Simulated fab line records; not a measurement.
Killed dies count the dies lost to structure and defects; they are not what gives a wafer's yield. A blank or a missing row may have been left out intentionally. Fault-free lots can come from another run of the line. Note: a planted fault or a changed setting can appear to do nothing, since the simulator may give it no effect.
What tool caused it? / flow gf180mcu / Sampling: 14 lots, 42 wafers, 4 of 602 route steps

WHAT EACH GAUGE READ, for each wafer
GF_STI_THK_MEAS_02.
lot=L400; measured=day 1 12:28; on=film-metro-04; STI_OXIDATION_THK (nm)=9.64 9.76 9.66
lot=L402; measured=day 1 21:52; on=film-metro-01; STI_OXIDATION_THK (nm)=9.75 9.78 9.84
lot=L403; measured=day 2 02:53; on=film-metro-04; STI_OXIDATION_THK (nm)=9.83 10.03 9.89
lot=L409; measured=day 3 08:52; on=film-metro-01; STI_OXIDATION_THK (nm)=9.87 9.82 9.92
lot=L412; measured=day 4 00:14; on=film-metro-01; STI_OXIDATION_THK (nm)=9.54 9.54 9.69
lot=L413; measured=day 4 04:39; on=film-metro-04; STI_OXIDATION_THK (nm)=9.66 9.89 9.78
lot=L414; measured=day 4 10:35; on=film-metro-03; STI_OXIDATION_THK (nm)=9.89 9.84 9.86
lot=L417; measured=day 5 01:31; on=film-metro-03; STI_OXIDATION_THK (nm)=9.98 9.94 10.05
lot=L418; measured=day 5 05:31; on=film-metro-03; STI_OXIDATION_THK (nm)=9.91 9.99 9.78
lot=L419; measured=day 5 10:32; on=film-metro-03; STI_OXIDATION_THK (nm)=9.80 10.03 9.84
lot=L420; measured=day 5 15:33; on=film-metro-01; STI_OXIDATION_THK (nm)=10.02 9.85 10.02
lot=L421; measured=day 5 20:31; on=film-metro-01; STI_OXIDATION_THK (nm)=9.77 9.74 9.85
lot=L422; measured=day 6 01:55; on=film-metro-04; STI_OXIDATION_THK (nm)=9.98 9.84 9.93
lot=L423; measured=day 6 06:31; on=film-metro-04; STI_OXIDATION_THK (nm)=9.91 10.01 10.08

GF_CONTACT_THK_MEAS_03.
lot=L400; measured=day 15 00:42; on=film-metro-04; CONTACT_CVD_02_THK (nm)=846 856 850
lot=L402; measured=day 15 22:45; on=film-metro-02; CONTACT_CVD_02_THK (nm)=867 871 871
lot=L403; measured=day 16 03:28; on=film-metro-03; CONTACT_CVD_02_THK (nm)=860 863 880
lot=L409; measured=day 18 16:11; on=film-metro-03; CONTACT_CVD_02_THK (nm)=856 868 867
lot=L412; measured=day 19 12:46; on=film-metro-03; CONTACT_CVD_02_THK (nm)=864 850 859
lot=L413; measured=day 19 20:28; on=film-metro-02; CONTACT_CVD_02_THK (nm)=867 875 872
lot=L414; measured=day 20 09:46; on=film-metro-04; CONTACT_CVD_02_THK (nm)=856 865 872
lot=L417; measured=day 21 09:56; on=film-metro-04; CONTACT_CVD_02_THK (nm)=846 866 858
lot=L418; measured=day 21 16:44; on=film-metro-03; CONTACT_CVD_02_THK (nm)=866 873 890
lot=L419; measured=day 22 02:30; on=film-metro-02; CONTACT_CVD_02_THK (nm)=864 873 875
lot=L420; measured=day 22 12:37; on=film-metro-02; CONTACT_CVD_02_THK (nm)=870 868 875
lot=L421; measured=day 22 21:34; on=film-metro-02; CONTACT_CVD_02_THK (nm)=869 862 880
lot=L422; measured=day 23 00:08; on=film-metro-02; CONTACT_CVD_02_THK (nm)=862 849 863
lot=L423; measured=day 23 06:14; on=film-metro-02; CONTACT_CVD_02_THK (nm)=864 865 868

TOOL THAT RAN EACH LOT (tool first, then ch and the chambers of the sampled wafers, then the start)
lot=L400; GF_HV_LDD_DEVELOP_45=litho-track-03 ch 0, day 12 05:17; GF_SALICIDE_RTA_08=rtp-anneal-01 ch 0, day 15 00:25
lot=L402; GF_HV_LDD_DEVELOP_45=litho-track-03 ch 0, day 13 01:08; GF_SALICIDE_RTA_08=rtp-anneal-02 ch 0, day 15 22:29
lot=L403; GF_HV_LDD_DEVELOP_45=litho-track-03 ch 0, day 13 06:56; GF_SALICIDE_RTA_08=rtp-anneal-01 ch 0, day 16 03:11
lot=L409; GF_HV_LDD_DEVELOP_45=litho-track-01 ch 0, day 15 13:22; GF_SALICIDE_RTA_08=rtp-anneal-02 ch 0, day 18 15:55
lot=L412; GF_HV_LDD_DEVELOP_45=litho-track-01 ch 0, day 16 08:45; GF_SALICIDE_RTA_08=rtp-anneal-01 ch 0, day 19 12:29
lot=L413; GF_HV_LDD_DEVELOP_45=litho-track-01 ch 0, day 16 16:00; GF_SALICIDE_RTA_08=rtp-anneal-02 ch 0, day 19 20:12
lot=L414; GF_HV_LDD_DEVELOP_45=litho-track-03 ch 0, day 17 04:43; GF_SALICIDE_RTA_08=rtp-anneal-01 ch 0, day 20 09:30
lot=L417; GF_HV_LDD_DEVELOP_45=litho-track-03 ch 0, day 18 04:55; GF_SALICIDE_RTA_08=rtp-anneal-01 ch 0, day 21 09:40
lot=L418; GF_HV_LDD_DEVELOP_45=litho-track-04 ch 0, day 18 10:53; GF_SALICIDE_RTA_08=rtp-anneal-02 ch 0, day 21 16:22
lot=L419; GF_HV_LDD_DEVELOP_45=litho-track-04 ch 0, day 18 19:41; GF_SALICIDE_RTA_08=rtp-anneal-02 ch 0, day 22 02:14
lot=L420; GF_HV_LDD_DEVELOP_45=litho-track-01 ch 0, day 19 06:14; GF_SALICIDE_RTA_08=rtp-anneal-02 ch 0, day 22 12:21
lot=L421; GF_HV_LDD_DEVELOP_45=litho-track-01 ch 0, day 19 17:20; GF_SALICIDE_RTA_08=rtp-anneal-02 ch 0, day 22 21:17
lot=L422; GF_HV_LDD_DEVELOP_45=litho-track-04 ch 0, day 19 19:54; GF_SALICIDE_RTA_08=rtp-anneal-02 ch 0, day 22 23:52
lot=L423; GF_HV_LDD_DEVELOP_45=litho-track-04 ch 0, day 20 02:20; GF_SALICIDE_RTA_08=rtp-anneal-02 ch 0, day 23 05:58
- GF_HV_LDD_DEVELOP_45: develop time 60 s.
- GF_SALICIDE_RTA_08: time 30 s.

AS READ BY THE TOOLS THEMSELVES (means over the sampled wafers that have a number; for cases with no such wafer, the mark the record gives instead)
GF_HV_LDD_DEVELOP_45.
lot=L400; tool=litho-track-03; developer-temp-C (C)=22.98
lot=L402; tool=litho-track-03; developer-temp-C (C)=23.11
lot=L403; tool=litho-track-03; developer-temp-C (C)=22.92
lot=L409; tool=litho-track-01; developer-temp-C (C)=22.98
lot=L412; tool=litho-track-01; developer-temp-C (C)=20.75
lot=L413; tool=litho-track-01; developer-temp-C (C)=20.77
lot=L414; tool=litho-track-03; developer-temp-C (C)=22.97
lot=L417; tool=litho-track-03; developer-temp-C (C)=22.92
lot=L418; tool=litho-track-04; developer-temp-C (C)=23.02
lot=L419; tool=litho-track-04; developer-temp-C (C)=22.88
lot=L420; tool=litho-track-01; developer-temp-C (C)=22.98
lot=L421; tool=litho-track-01; developer-temp-C (C)=22.99
lot=L422; tool=litho-track-04; developer-temp-C (C)=23.06
lot=L423; tool=litho-track-04; developer-temp-C (C)=23.01

GF_SALICIDE_RTA_08.
lot=L400; tool=rtp-anneal-01; lamp-power-pct (%)=17.4; wafer_temp_C_max=803.0
lot=L402; tool=rtp-anneal-02; lamp-power-pct (%)=19.1; wafer_temp_C_max=803.0
lot=L403; tool=rtp-anneal-01; lamp-power-pct (%)=17.4; wafer_temp_C_max=802.8
lot=L409; tool=rtp-anneal-02; lamp-power-pct (%)=19.1; wafer_temp_C_max=803.1
lot=L412; tool=rtp-anneal-01; lamp-power-pct (%)=17.4; wafer_temp_C_max=803.0
lot=L413; tool=rtp-anneal-02; lamp-power-pct (%)=19.1; wafer_temp_C_max=804.2
lot=L414; tool=rtp-anneal-01; lamp-power-pct (%)=17.4; wafer_temp_C_max=803.3
lot=L417; tool=rtp-anneal-01; lamp-power-pct (%)=17.4; wafer_temp_C_max=803.0
lot=L418; tool=rtp-anneal-02; lamp-power-pct (%)=19.1; wafer_temp_C_max=803.1
lot=L419; tool=rtp-anneal-02; lamp-power-pct (%)=19.1; wafer_temp_C_max=803.4
lot=L420; tool=rtp-anneal-02; lamp-power-pct (%)=19.1; wafer_temp_C_max=803.3
lot=L421; tool=rtp-anneal-02; lamp-power-pct (%)=19.1; wafer_temp_C_max=804.6
lot=L422; tool=rtp-anneal-02; lamp-power-pct (%)=19.1; wafer_temp_C_max=803.3
lot=L423; tool=rtp-anneal-02; lamp-power-pct (%)=19.1; wafer_temp_C_max=803.3

THE ANSWER, worked out from the rows above alone
Rule: the lots themselves supply what counts as usual. The widest of any qualifying gaps counts: lots, ordered by their means at a reading, are off when they make up no more than a third of the lots, leave a main group of 4 or more, and stand apart from it by 3 or more times the standard deviation of that group's means. The tables above print the reading to a certain number of digits; a main group whose means all agree to those digits is not used. Also off: a lot with no number at a reading for which 4 or more lots have one. The other lots that the step has rows for count as sound. First the gauges in route order, then the tools' own readings, where a lot's mean is used as printed above. At the first step where some lot is off, the reading lying furthest off is the one used; lots without a number count as furthest.
Off: L412, L413 (GF_HV_LDD_DEVELOP_45, developer-temp-C). The main group: mean 22.98 C, standard deviation 0.06.
If a tool, at that step or one of the process steps before it, ran each lot that is off and ran no sound lot following the first of them, it fits. Of those tried, none fits.

WHAT WAS PUT IN BY THE SIMULATOR
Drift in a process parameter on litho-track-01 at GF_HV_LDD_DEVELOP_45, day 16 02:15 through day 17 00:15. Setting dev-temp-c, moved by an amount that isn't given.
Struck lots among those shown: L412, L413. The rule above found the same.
